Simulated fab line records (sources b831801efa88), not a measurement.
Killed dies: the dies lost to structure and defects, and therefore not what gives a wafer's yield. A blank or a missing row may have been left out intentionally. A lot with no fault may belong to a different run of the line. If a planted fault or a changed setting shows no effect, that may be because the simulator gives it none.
Code-filled problem report in 8D (eight disciplines) form + flow sky130 + the parts of the form that need people (team, actions taken, sign-off) are left out

## 1. PROBLEM STATEMENT
SKY_VIA1_SOFTBAKE_08, run_length_s: mean 94.44 s over 1 wafer from 1 lot; wafers with no fault: 119.30 s, standard deviation 0.19. That is -99 or more standard deviations from the usual mean.
The step: time 90 s.
Seen first at day 36 00:00 on litho_track-02, wafer L475.2. At this step, 36 wafers from 12 lots have a number in the record. By rule, "out" or "out of limits" means more than 4 standard deviations away from the usual mean. All remaining wafers that have a number are taken as sound.

## 2. WHAT IT IS, WHAT IT ISN'T
| question                    | is                                 | is not                                                                                                              |
|-----------------------------|------------------------------------|---------------------------------------------------------------------------------------------------------------------|
| which readings at this step | run_length_s, heater_power_total_W | -                                                                                                                   |
| which lots                  | L475                               | L470, L472, L482, L484, L485, L486, L488, L489, L490, L491, L492                                                    |
| which wafers of those lots  | L475.2                             | L475.4, L475.5                                                                                                      |
| read on which tools         | litho_track-02                     | litho_track-01, litho_track-03                                                                                      |
| when                        | from day 36 00:00                  | up to then (8 sound wafers); but 27 sound wafers of L482, L484, L485, L486, L488, L489, L490, L491, L492 came after |

## 3. THE SUSPECTS, EACH WITH WHAT RULES IT OUT
Counting: if a tool at a process step up to the reading ran every lot that is out, it stays a suspect. Sound lots after the first of them don't rule it out here, since some wafers of a struck lot are sound.
- litho_track-02 at SKY_VIA1_SOFTBAKE_08 (time 90 s): kept. It ran the lot that is out, L475 (day 36 00:00). Its own heater_power_total_W, run_length_s readings are out on those wafers.
After counting, what remains is litho_track-02 at SKY_VIA1_SOFTBAKE_08.

## 4. THE CAUSE (what the simulator had put in)
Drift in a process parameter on litho_track-02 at SKY_VIA1_SOFTBAKE_08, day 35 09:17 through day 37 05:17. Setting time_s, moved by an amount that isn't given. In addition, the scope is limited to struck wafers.
Counting left only this tool.

## 5. THE CHAIN OF EFFECTS, in route order
Rows list readings where the struck wafers' mean (over those with a number) sits beyond 3 standard deviations from the usual. Only readings whose record carries a usual standard deviation are examined. hours: median over the lots of the time between each lot's start at the first step of this table that gives one and its start at this step. sigmas: the change, counted in usual standard deviations.
| hours | step                 | reading              | usual    | on struck wafers | change | sigmas      |
|-------|----------------------|----------------------|----------|------------------|--------|-------------|
| 0     | SKY_VIA1_SOFTBAKE_08 | heater_power_total_W | 57.36 W  | 63.82            | +6.46  | +59         |
| 0     | SKY_VIA1_SOFTBAKE_08 | run_length_s         | 119.30 s | 94.44            | -24.86 | -99 or more |
The process steps in it:
- SKY_VIA1_SOFTBAKE_08: time 90 s.
Later measuring or inspecting steps at which every struck wafer that the step has a row for has a number for every such reading, and none has moved that far: SKY_VIA1_OVL_MEAS_13.

## 6. HOW IT WOULD HAVE BEEN CAUGHT EARLIER
15 hours passed between the start of the fault at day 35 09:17 and the first reading out of limits in this record, taken at day 36 00:00.
